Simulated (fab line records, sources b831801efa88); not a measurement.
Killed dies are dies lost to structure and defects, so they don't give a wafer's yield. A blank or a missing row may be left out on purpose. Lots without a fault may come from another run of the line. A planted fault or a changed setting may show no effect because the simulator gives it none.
Problem report in the 8D (eight disciplines) form, filled by code | flow sky130 | the parts of the form that need people (team, actions taken, sign-off) are left out

1. THE PROBLEM
run_length_s at SKY_METAL4_ETCH_16 reads a mean of 110.2 s on 2 wafers of 1 lot; wafers without a fault read 116.7 s with a standard deviation of 0.44. That is -15 standard deviations from the usual mean.
The step: etches BARC in N2/H2, stops on SiO2, time 88.2 s, target depth 60 nm.
First seen on wafer L265.1, day 46 16:38, on rie_metal-02. The record holds 33 wafers of 11 lots with a number at this step. Rule for "out", or "out of limits": more than 4 standard deviations from the usual mean. The other wafers with a number count as sound.

2. WHAT IT IS AND WHAT IT IS NOT
question                    | is                           | is not
which readings at this step | run_length_s, oes_product_au | drypump_motor_current_A, n2_flow_sccm, throttle_valve_pct
which lots                  | L265                         | L247, L248, L251, L252, L254, L255, L256, L259, L267, L269
which wafers of those lots  | L265.1, L265.6               | L265.5
read on which tools         | rie_metal-02                 | rie_metal-01, rie_metal-03
when                        | from day 46 16:38            | up to then (25 sound wafers); but 6 sound wafers of L267, L269 came after

3. SUSPECTS, AND WHAT RULES EACH OUT
Counting: a tool at a process step up to the reading stays a suspect if it ran every lot that is out. Sound lots after the first of them don't rule it out here, since some wafers of a struck lot are sound.
- pvd_sputter-01 at SKY_CAP2M_SPUTTER_02 (material TiN, target thk 200 nm, time 166.7 s): kept. It ran the lot that is out, L265 (day 44 21:36); its last sound lot up to then is L252 (day 41 13:26).
- rie_metal-02 at SKY_METAL4_ETCH_16 (etches BARC in N2/H2, stops on SiO2, time 88.2 s, target depth 60 nm): kept. It ran the lot that is out, L265 (day 46 16:38); its last sound lot up to then is L254 (day 44 12:35). Its own readings are out on those wafers: oes_product_au, run_length_s.
- Within rie_metal-02 at SKY_METAL4_ETCH_16: the wafers that are out ran in chamber 1; their sound lot-mates ran in chamber 0.
Left after counting: pvd_sputter-01 at SKY_CAP2M_SPUTTER_02, rie_metal-02 at SKY_METAL4_ETCH_16.

4. THE CAUSE (what the simulator had put in)
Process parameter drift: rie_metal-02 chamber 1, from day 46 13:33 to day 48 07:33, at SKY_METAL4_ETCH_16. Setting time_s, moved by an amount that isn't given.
Counting left 2 suspects, and this tool is among them.

5. THE CHAIN OF EFFECTS, in route order
Each row: a reading whose mean over the struck wafers that have a number lies more than 3 standard deviations from the usual. Only readings for which the record gives a usual standard deviation are gone through. hours: the time from each lot's start at the first step in this table that gives one to its start at this step, as a median over the lots. sigmas: the change in usual standard deviations.
hours | step               | reading        | usual      | on struck wafers | change | sigmas
0     | SKY_METAL4_ETCH_16 | oes_product_au | 0.626 a.u. | 0.663            | +0.037 | +7.6
0     | SKY_METAL4_ETCH_16 | run_length_s   | 116.7 s    | 110.2            | -6.5   | -15
The process steps in it:
- SKY_METAL4_ETCH_16: etches BARC in N2/H2, stops on SiO2, time 88.2 s, target depth 60 nm.
Readings that are blank on the struck wafers while sound wafers have them: bias_w at SKY_METAL4_ETCH_16.

6. WHAT WOULD HAVE CAUGHT IT SOONER
In this record the first reading out of limits was taken at day 46 16:38, 3 hours after the fault began at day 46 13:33.
